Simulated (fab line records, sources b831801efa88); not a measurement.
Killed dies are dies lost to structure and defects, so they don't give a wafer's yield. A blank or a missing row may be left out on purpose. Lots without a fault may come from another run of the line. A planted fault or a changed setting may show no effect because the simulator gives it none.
fab line records | flow gf180mcu
record lots=5 wafers=15 last_day=34
route steps=602 shown V2@393 M3@409 V3@429 M5@535
lots that met no fault: from a run of the same line without faults
start_h: hours from the record's first day to the start of the lot's first wafer shown | wait_h: hours since the lot's step before | " the same as in the row above | L1.1+2: a row that stands for several wafers | - no value, or no start given | * or withheld: withheld | < > ~ a bound
route shown NAME@n: a module of which the file shows steps, and the number in the route of the first | usual: mean/standard deviation of fault-free wafers | same: alike in all rows | chamber/n: place in a boat | sites: the reading at each site | _std_site: their standard deviation | _edge_site: outer sites' mean less inner sites' | radius_mm: how far each site lies from the wafer's centre | mask NAME#n: copy n | behind: the tool/chamber that last shaped the wafer | hold: why the lot was held/for how many hours/how that ended | device: the transistor (n, p or np) that didn't switch | end of line: the same wafers' tests at the end of the route | a step without rows: its recipe alone | killed: dies lost to structure and defects at the first sort, not the wafer's yield | map: a wafer's dies, x killed, . not, _ none there
set.NAME: the setting as run; set.NAME@STEP: as run at that earlier step | model.NAME: the simulator's own value behind a step, which no gauge read
lots at some steps of the route; a table a step, a row a wafer
services: from which hour (start_h, from the record's first day; less than 0 if before it) a tool's chamber was out of use, for how many hours, and why
## steps
# step GF_V2_EXPOSE_11
# recipe mask_id=Via2 target_cd_nm=260 na=0.68 source_shape=conventional sigma_outer=0.6 dose_mj=38
# step GF_V2_PEB_12
# recipe peb_temp_c=135 peb_time_s=90 resist=KrF
# step GF_V2_DEVELOP_13
# recipe develop_time_s=60 resist=KrF dev_temp_c=21
# step GF_V2_CD_MEAS_14
# recipe target_cd_nm=260
# usual cd_nm=259.8/1.2
# columns lot.wafer tool chamber start_h wait_h cd_nm
L812.1 cd_sem-01 - 486.29 0.1 258.2
L812.5 " - " " 258.6
L812.6 " - " " 259.1
L813.1 cd_sem-01 - 490.63 0.2 260.2
L813.4 " - " " 260.2
L813.5 " - " " 260.4
L826.1 cd_sem-02 - 606.29 0.1 259.6
L826.4 " - " " 260.3
L826.5 " - " " 259.1
L832.1 cd_sem-01 - 653.59 0.1 258.9
L832.4 " - " " 260.5
L832.5 " - " " 259.4
L833.1 cd_sem-01 - 656.69 0.1 261.8
L833.4 " - " " 261.4
L833.5 " - " " 261.3
# step GF_V2_OVL_MEAS_15
# usual V2_OVL=0/5.2
# columns lot.wafer tool chamber start_h wait_h V2_OVL[nm]
L812.1 overlay-01 - 486.41 0.1 5
L812.5 " - " " 1
L812.6 " - " " -4
L813.1 overlay-01 - 490.75 0.1 -11
L813.4 " - " " -7
L813.5 " - " " 0
L826.1 overlay-02 - 606.41 0.1 2
L826.4 " - " " -2
L826.5 " - " " -7
L832.1 overlay-01 - 653.71 0.1 2
L832.4 " - " " -2
L832.5 " - " " 0
L833.1 overlay-01 - 656.81 0.1 -7
L833.4 " - " " -5
L833.5 " - " " -1
# step GF_V2_ETCH_16
# recipe chemistry=N2/H2 target_depth_a=withheld overetch_a=withheld time_s=withheld target=BARC ion_energy_ev=200 source_w=500 bias_w=100 pressure_mtorr=30 n2_flow_sccm=100 h2_flow_sccm=200
# step GF_V2_ETCH_17
# recipe chemistry=C4F8/O2/Ar mask_material=KrF target=SiO2 stop_on=TiN source_w=1500 bias_w=1200 pressure_mtorr=40 c4f8_flow_sccm=withheld O2_flow_sccm=6 Ar_flow_sccm=300 time_s=withheld target_depth_a=6300
# usual oes_product_au=0.856/0.0043
# columns lot.wafer tool chamber start_h wait_h oes_product_au
L812.1 rie_diel-02 1 - - 0.858
L812.5 " 0 " " 0.857
L812.6 " 1 " " 0.858
L813.1 rie_diel-02 0 - - 0.855
L813.4 " 1 " " 0.855
L813.5 " 0 " " 0.859
L826.1 rie_diel-03 1 - - 0.850
L826.4 " 0 " " 0.857
L826.5 " 0 " " 0.856
L832.1 rie_diel-02 1 - - 0.861
L832.4 " 2 " " 0.858
L832.5 " 1 " " 0.856
L833.1 rie_diel-03 2 - - 0.848
L833.4 " 0 " " 0.854
L833.5 " 1 " " 0.862
# step GF_V2_STRIP_18
# recipe chemistry=O2/N2 power_w=1400 pressure_mtorr=1500 platen_temp_c=250 o2_flow_sccm=3000 n2_flow_sccm=300 overash_fraction=0.5
# step GF_V2_STRIP_19
# recipe chemistry=post_etch_residue_remover time_s=1200 temp_c=72.5
# step GF_V2_CLEAN_20
# recipe chemistry=DIW dry=n2_spin
# step GF_V2_SPUTTER_21
# recipe material=Ti target_thk_nm=15 chamber_pressure_pa=5 power_w=2500 substrate_temp_c=200 time_s=80.02
# step GF_V2_SPUTTER_22
# recipe material=TiN target_thk_nm=10 chamber_pressure_pa=5 power_w=4000 time_s=40
# step GF_V2_CVD_23
# recipe material=W target_thk_nm=350 time_s=104.94 temp_c=400 pressure_torr=40
# usual heater_power_w=931/91 susceptor_temp_C=400.03/0.22
# columns lot.wafer tool chamber start_h wait_h heater_power_w susceptor_temp_C model.W_of_V2_CVD_23.thk_nm
L812.1 cvd_w-02 1 487.21 0.0 783 399.83 346.9
L812.5 " 0 " " 942 400.21 358.4
L812.6 " 1 " " 817 400.15 347.4
L813.1 cvd_w-01 1 491.55 0.0 1019 400.08 353.6
L813.4 " 1 " " 1032 399.87 352
L813.5 " 0 " " 941 399.79 354.2
L826.1 cvd_w-02 1 607.30 0.0 805 399.99 359.4
L826.4 " 0 " " 942 399.83 367.3
L826.5 " 1 " " 812 400.25 357.6
L832.1 cvd_w-01 0 654.51 0.0 962 400.25 351.4
L832.4 " 1 " " 1045 399.70 348.8
L832.5 " 1 " " 1075 399.58 348.2
L833.1 cvd_w-01 1 657.70 0.0 1037 400.12 350.6
L833.4 " 1 " " 1043 400.08 346.3
L833.5 " 0 " " 939 400.47 347.7
# step GF_V2_RS_MEAS_24
# recipe thk_meas_gauge=four-point-probe reads=W_of_V2_CVD_23+TiN_of_V2_SPUTTER_22+Ti_of_V2_SPUTTER_21
# usual V2_W_RS=0.324/0.0037
# columns lot.wafer tool chamber start_h wait_h V2_W_RS[ohm/sq]
L812.1 film_metro-02 - 487.33 0.1 0.331
L812.5 " - " " 0.320
L812.6 " - " " 0.330
L813.1 film_metro-02 - 491.66 0.1 0.324
L813.4 " - " " 0.326
L813.5 " - " " 0.324
L826.1 film_metro-02 - 607.42 0.1 0.319
L826.4 " - " " 0.312
L826.5 " - " " 0.320
L832.1 film_metro-01 - 654.63 0.1 0.326
L832.4 " - " " 0.328
L832.5 " - " " 0.329
L833.1 film_metro-04 - 657.81 0.1 0.327
L833.4 " - " " 0.332
L833.5 " - " " 0.330
# step GF_V2_THK_MEAS_25
# recipe thk_meas_gauge=xrf reads=W_of_V2_CVD_23
# usual V2_W_THK=336/5.2
# columns lot.wafer tool chamber start_h wait_h V2_W_THK[nm]
L812.1 film_metro-02 - 487.45 0.1 332
L812.5 " - " " 346
L812.6 " - " " 334
L813.1 film_metro-02 - 491.78 0.1 338
L813.4 " - " " 339
L813.5 " - " " 341
L826.1 film_metro-02 - 607.54 0.1 347
L826.4 " - " " 356
L826.5 " - " " 347
L832.1 film_metro-01 - 654.75 0.1 328
L832.4 " - " " 323
L832.5 " - " " 325
L833.1 film_metro-04 - 657.93 0.1 336
L833.4 " - " " 333
L833.5 " - " " 334
# step GF_V2_CMP_26
# recipe stop_on=SiO2 down_force_psi=3.5 platen_rpm=60 t_overpolish_s=15 target_thk_nm=0 pad_velocity_m_s=0.94248
# usual motor_current_A=11.1/0.98 overpolish_run_s=15.001/0.0088 time_to_endpoint_s=85.7/2.7
# same t_overpolish_s=15
# columns lot.wafer tool chamber start_h wait_h motor_current_A overpolish_run_s time_to_endpoint_s
L812.1 cmp-01 3 487.80 0.3 9.5 15.012 84.2
L812.6 " 3 " " 11.0 15.001 82.8
L812.5 " 0 " " 10.8 15.004 83.6
L813.1 cmp-01 1 491.94 0.1 10.0 15.006 83.9
L813.4 " 2 " " 11.8 15.005 84.6
L813.5 " 0 " " 10.8 15.012 84.0
L826.4 cmp-01 2 607.65 0.1 12.5 15.000 90.9
L826.1 " 3 " " 10.0 15.011 88.8
L826.5 " 2 " " 12.1 14.996 87.8
L832.4 cmp-01 3 654.81 0.0 10.2 15.010 86.8
L832.1 " 1 " " 10.7 14.993 83.6
L832.5 " 0 " " 10.7 15.007 84.7
L833.4 cmp-02 1 658.23 0.3 10.5 14.980 86.7
L833.1 " 2 " " 10.5 15.013 91.7
L833.5 " 1 " " 11.4 15.004 87.0
# step GF_M3_SPUTTER_00
# recipe material=Ti target_thk_nm=37.5 arriving_ion_energy_ev=80 substrate_temp_c=200 chamber_pressure_pa=2 power_w=4000 time_s=150
# usual throttle_valve_pct=29.8/0.92
# columns lot.wafer tool chamber start_h wait_h throttle_valve_pct
L812.1 pvd_sputter-01 - 488.10 0.2 28.6
L812.5 " - " " 28.4
L812.6 " - " " 28.8
L813.1 pvd_sputter-01 - 492.19 0.2 29.1
L813.4 " - " " 31.2
L813.5 " - " " 28.3
L826.1 pvd_sputter-04 - 607.90 0.1 30.6
L826.4 " - " " 29.0
L826.5 " - " " 28.9
L832.1 pvd_sputter-01 - 655.11 0.1 28.3
L832.4 " - " " 28.8
L832.5 " - " " 29.2
L833.1 pvd_sputter-01 - 658.48 0.1 29.5
L833.4 " - " " 29.0
L833.5 " - " " 31.6
# step GF_M3_SPUTTER_01
# recipe material=TiN target_thk_nm=30 power_w=6500 time_s=25 chamber_pressure_pa=0.4
# step GF_M3_SPUTTER_02
# recipe material=AlCu target_thk_nm=450 power_w=10600 time_s=23.9 chamber_pressure_pa=0.4
# step GF_M3_SPUTTER_03
# recipe material=Ti target_thk_nm=10 substrate_temp_c=300 chamber_pressure_pa=0.3 power_w=3000 time_s=6.7
# usual throttle_valve_pct=29.7/0.94
# columns lot.wafer tool chamber start_h wait_h throttle_valve_pct
L812.1 pvd_sputter-01 - 488.26 0.0 28.4
L812.5 " - " " 28.7
L812.6 " - " " 29.0
L813.1 pvd_sputter-01 - 492.35 0.0 28.9
L813.4 " - " " 31.7
L813.5 " - " " 28.6
L826.1 pvd_sputter-04 - 608.06 0.0 30.5
L826.4 " - " " 28.9
L826.5 " - " " 28.8
L832.1 pvd_sputter-01 - 655.27 0.0 28.8
L832.4 " - " " 28.5
L832.5 " - " " 29.3
L833.1 pvd_sputter-01 - 658.64 0.0 29.3
L833.4 " - " " 28.8
L833.5 " - " " 32.0
# step GF_M3_SPUTTER_04
# recipe material=TiN target_thk_nm=50 power_w=6500 time_s=41.7 chamber_pressure_pa=0.4
# step GF_M3_RS_MEAS_05
# recipe thk_meas_gauge=four-point-probe reads=TiN_of_M3_SPUTTER_04+Ti_of_M3_SPUTTER_03+AlCu_of_M3_SPUTTER_02+TiN_of_M3_SPUTTER_01+Ti_of_M3_SPUTTER_00
# usual M3_ALCU_RS=0.0696/0.00055
# columns lot.wafer tool chamber start_h wait_h M3_ALCU_RS[ohm/sq]
L812.1 film_metro-02 - 488.32 0.0 0.0694
L812.5 " - " " 0.0702
L812.6 " - " " 0.0695
L813.1 film_metro-02 - 492.41 0.0 0.0692
L813.4 " - " " 0.0689
L813.5 " - " " 0.0693
L826.1 film_metro-02 - 608.12 0.0 0.0698
L826.4 " - " " 0.0700
L826.5 " - " " 0.0698
L832.1 film_metro-03 - 655.33 0.0 0.0698
L832.4 " - " " 0.0699
L832.5 " - " " 0.0697
L833.1 film_metro-03 - 658.70 0.0 0.0685
L833.4 " - " " 0.0681
L833.5 " - " " 0.0689
# step GF_M3_THK_MEAS_06
# recipe thk_meas_gauge=xrf reads=AlCu_of_M3_SPUTTER_02
# usual M3_ALCU_THK=449/3.8
# columns lot.wafer tool chamber start_h wait_h M3_ALCU_THK[nm]
L812.1 film_metro-02 - 488.44 0.1 450
L812.5 " - " " 444
L812.6 " - " " 447
L813.1 film_metro-02 - 492.53 0.1 448
L813.4 " - " " 453
L813.5 " - " " 447
L826.1 film_metro-02 - 608.24 0.1 445
L826.4 " - " " 444
L826.5 " - " " 447
L832.1 film_metro-03 - 655.45 0.1 445
L832.4 " - " " 444
L832.5 " - " " 443
L833.1 film_metro-03 - 658.82 0.1 454
L833.4 " - " " 451
L833.5 " - " " 450
# step GF_M3_DEHYDRATE_07
# recipe temp_c=200 time_s=60
# step GF_M3_HMDS_08
# recipe prime_time_s=60 prime_temp_c=120
# step GF_M3_COAT_09
# recipe resist=KrF spin_rpm=withheld resist_thk_nm=1000
# step GF_M3_SOFTBAKE_10
# recipe temp_c=130 time_s=60 resist=KrF
# step GF_M3_EXPOSE_11
# recipe mask_id=Metal3 target_cd_nm=280 na=0.68 source_shape=conventional sigma_outer=0.6 dose_mj=28
# step GF_M3_PEB_12
# recipe peb_temp_c=135 peb_time_s=90 resist=KrF
# step GF_M3_DEVELOP_13
# recipe develop_time_s=60 dev_temp_c=21
# step GF_M3_CD_MEAS_14
# recipe target_cd_nm=280
# usual cd_nm=279.9/1.2
# columns lot.wafer tool chamber start_h wait_h cd_nm
L812.1 cd_sem-01 - 511.94 0.1 280.7
L812.5 " - " " 280.8
L812.6 " - " " 281.1
L813.1 cd_sem-01 - 516.39 0.1 281.6
L813.4 " - " " 281.6
L813.5 " - " " 281.8
L826.1 cd_sem-01 - 628.80 0.2 279.2
L826.4 " - " " 279.1
L826.5 " - " " 280.0
L832.1 cd_sem-01 - 674.74 0.1 278.6
L832.4 " - " " 279.5
L832.5 " - " " 278.0
L833.1 cd_sem-01 - 678.39 0.1 282.0
L833.4 " - " " 281.4
L833.5 " - " " 282.1
# step GF_M3_OVL_MEAS_15
# usual M3_OVL=-2/5.2
# columns lot.wafer tool chamber start_h wait_h M3_OVL[nm]
L812.1 overlay-02 - 512.06 0.1 -11
L812.5 " - " " 3
L812.6 " - " " -10
L813.1 overlay-02 - 516.51 0.1 -5
L813.4 " - " " -4
L813.5 " - " " -10
L826.1 overlay-02 - 628.92 0.1 -2
L826.4 " - " " 2
L826.5 " - " " -2
L832.1 overlay-02 - 674.86 0.1 8
L832.4 " - " " 1
L832.5 " - " " 5
L833.1 overlay-01 - 678.51 0.1 -1
L833.4 " - " " -1
L833.5 " - " " 1
# step GF_M3_METAL_ETCH_16
# recipe chemistry=Cl2/BCl3 mask_material=KrF target_depth_nm=750.8 stop_on=SiO2 pressure_mtorr=8 icp_w=800 bias_w=140 Cl2_flow_sccm=80 bcl3_flow_sccm=40 time_s=125.1
# step GF_M3_STRIP_17
# recipe chemistry=O2/N2 power_w=1400 pressure_mtorr=1500 platen_temp_c=250 o2_flow_sccm=3000 n2_flow_sccm=300 overash_fraction=0.5
# step GF_M3_STRIP_18
# recipe chemistry=post_etch_residue_remover time_s=1200 temp_c=72.5
# step GF_M3_CLEAN_19
# recipe chemistry=DIW dry=n2_spin
# step GF_V3_CVD_00
# recipe material=SiO2 target_thk_nm=600 sigma_open_frac=0.3 temp_c=400 time_s=100 sih4_flow_sccm=60 pressure_mtorr=6
# step GF_V3_THK_MEAS_01
# recipe reads=SiO2_of_V3_CVD_00
# usual V3_CVD_00_THK=598/5.7
# columns lot.wafer tool chamber start_h wait_h V3_CVD_00_THK[nm]
L812.1 film_metro-03 - 512.86 0.0 605
L812.5 " - " " 602
L812.6 " - " " 607
L813.1 film_metro-03 - 517.28 0.0 597
L813.4 " - " " 603
L813.5 " - " " 598
L826.1 film_metro-04 - 629.71 0.0 607
L826.4 " - " " 602
L826.5 " - " " 603
L832.1 film_metro-03 - 675.63 0.0 591
L832.4 " - " " 586
L832.5 " - " " 592
L833.1 film_metro-03 - 679.29 0.0 605
L833.4 " - " " 600
L833.5 " - " " 600
# step GF_V3_CVD_02
# recipe material=SiO2 target_thk_nm=850 precursor=TEOS temp_c=400 time_s=94.851 rf_w=600
# step GF_V3_THK_MEAS_03
# recipe reads=SiO2_of_V3_CVD_02
# usual V3_CVD_02_THK=850/10
# columns lot.wafer tool chamber start_h wait_h V3_CVD_02_THK[nm]
L812.1 film_metro-01 - 512.99 0.0 833
L812.5 " - " " 857
L812.6 " - " " 869
L813.1 film_metro-03 - 517.41 0.0 845
L813.4 " - " " 857
L813.5 " - " " 856
L826.1 film_metro-03 - 629.84 0.0 837
L826.4 " - " " 859
L826.5 " - " " 861
L832.1 film_metro-03 - 675.76 0.0 848
L832.4 " - " " 863
L832.5 " - " " 857
L833.1 film_metro-04 - 679.42 0.0 844
L833.4 " - " " 867
L833.5 " - " " 853
# step GF_V3_CMP_04
# recipe material=SiO2 down_force_psi=4 platen_rpm=60 pad_velocity_m_s=0.94248
# usual motor_current_A=12.3/1.2 time_to_endpoint_s=83/5.6
# columns lot.wafer tool chamber start_h wait_h motor_current_A time_to_endpoint_s
L812.1 cmp-02 1 513.15 0.1 11.3 71
L812.6 " 3 " " 12.3 83
L812.5 " 0 " " 14.1 84
L813.1 cmp-01 3 517.52 0.1 11.5 79
L813.4 " 0 " " 11.2 84
L813.5 " 2 " " 12.7 81
L826.4 cmp-02 1 629.90 0.0 10.4 92
L826.1 " 0 " " 14.0 82
L826.5 " 2 " " 11.4 93
L832.4 cmp-02 1 675.87 0.1 11.2 94
L832.1 " 2 " " 11.7 89
L832.5 " 1 " " 11.4 88
L833.1 cmp-02 0 679.52 0.1 14.6 88
L833.4 " 2 " " 11.6 94
L833.5 " 0 " " 14.5 90
# step GF_V3_BOW_MEAS_05
# recipe mode=bow
# usual V3_BOW=116/8.5
# columns lot.wafer tool chamber start_h wait_h V3_BOW[um]
L812.1 film_metro-03 - 513.35 0.1 127
L812.5 " - " " 116
L812.6 " - " " 123
L813.1 film_metro-01 - 517.78 0.2 114
L813.4 " - " " 111
L813.5 " - " " 121
L826.1 film_metro-03 - 630.20 0.1 119
L826.4 " - " " 119
L826.5 " - " " 119
L832.1 film_metro-03 - 676.12 0.1 119
L832.4 " - " " 116
L832.5 " - " " 113
L833.1 film_metro-03 - 679.82 0.2 97
L833.4 " - " " 104
L833.5 " - " " 106
# step GF_M5_ETCH_09
# recipe chemistry=CF4/O2 target=Si3N4 target_depth_nm=52 source_w=800 bias_w=150 pressure_mtorr=150 cf4_flow_sccm=80 O2_flow_sccm=10 time_s=11.6
# usual drypump_motor_current_A=5.6/0.45 oes_product_au=1.004/0.0085 throttle_valve_pct=5.971/0.0091
# columns lot.wafer tool chamber start_h wait_h drypump_motor_current_A oes_product_au rf_hours_counter_h throttle_valve_pct model.M5.cd_nm
L812.1 rie_diel-01 2 628.71 0.0 5.8 0.986 65 5.964 280.2
L812.5 " 1 " " 6.0 0.994 - 5.974 280.1
L812.6 " 2 " " 5.8 0.995 - 5.959 280.2
L813.1 rie_diel-03 2 633.88 0.0 5.4 1.005 5 5.964 279.4
L813.4 " 1 " " 5.3 1.012 19 5.977 279.3
L813.5 " 1 " " 5.3 1.005 - 5.967 279.1
L826.1 rie_diel-01 1 734.42 0.0 6.1 1.005 16 5.966 285.3
L826.4 " 3 " " 5.3 1.009 19 5.956 284.1
L826.5 " 3 " " 5.3 1.001 - 5.984 284.2
L832.1 rie_diel-02 2 770.81 0.0 5.2 0.996 9 5.981 279.6
L832.4 " 0 " " 5.8 1.001 14 5.969 280.4
L832.5 " 2 " " 5.3 0.995 - 5.979 281.2
L833.1 rie_diel-03 0 770.86 0.0 6.6 0.998 33 5.959 279.7
L833.4 " 2 " " 5.4 0.995 - 5.980 281
L833.5 " 1 " " 5.3 1.026 - 5.968 279.9
## services
# columns tool chamber start_h hours kind
cmp-02 - 471.15 5.4 repair
cmp-01 - 478.21 1.1 repair
cmp-02 - 485.03 7.7 pm
cmp-01 - 507.49 2.0 repair
rie_diel-03 3 518.75 5.8 repair
rie_diel-03 1 536.10 2.1 repair
cmp-01 - 572.00 4.0 pm
rie_diel-02 3 584.32 6.2 repair
rie_diel-03 - 597.70 1.4 repair
cmp-02 - 600.29 1.5 repair
rie_diel-02 - 608.00 14.6 pm
cmp-01 - 656.16 5.9 pm
cmp-02 - 665.47 0.2 repair
cmp-02 - 667.25 1.4 repair
cmp-01 - 671.11 18.3 repair
rie_diel-02 - 672.84 0.6 repair
rie_diel-03 0 675.30 7.1 repair
cmp-01 - 691.89 1.4 repair
rie_diel-03 3 697.09 27.2 repair
cmp-02 - 697.93 2.6 repair
rie_diel-02 0 711.11 7.9 repair
cmp-01 - 743.04 4.9 pm
cmp-02 - 744.22 4.0 pm
cmp-02 - 746.00 0.9 repair
## key
first_sign step=GF_V2_RS_MEAS_24 reading=V2_W_RS direction=down sigmas=2.1 usual=0.324 struck=0.317
effect none on later readings
model_effect step=GF_V2_CVD_23 value=W_of_V2_CVD_23.thk_nm without=352.6 struck=361.4
model_effect step=GF_M5_ETCH_09 value=M5.cd_nm without=281.4 struck=284.5
met_at GF_V2_CVD_23
struck_wafers L826.1,L826.4,L826.5
loop_trim step=GF_M5_EXPOSE_04 setting=dose lots=L826
onset_between 487.21 607.30
fault kind=process_parameter_drift tool=cvd_w-02 chamber=- onset_h=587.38 steps=GF_V2_CVD_23 channel=target_thk_nm offset=8.738 shape=step end_h=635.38 acts_in=these_recipes_only stated=350
# loop_trim: a control loop set the setting to another value than it would have without faults
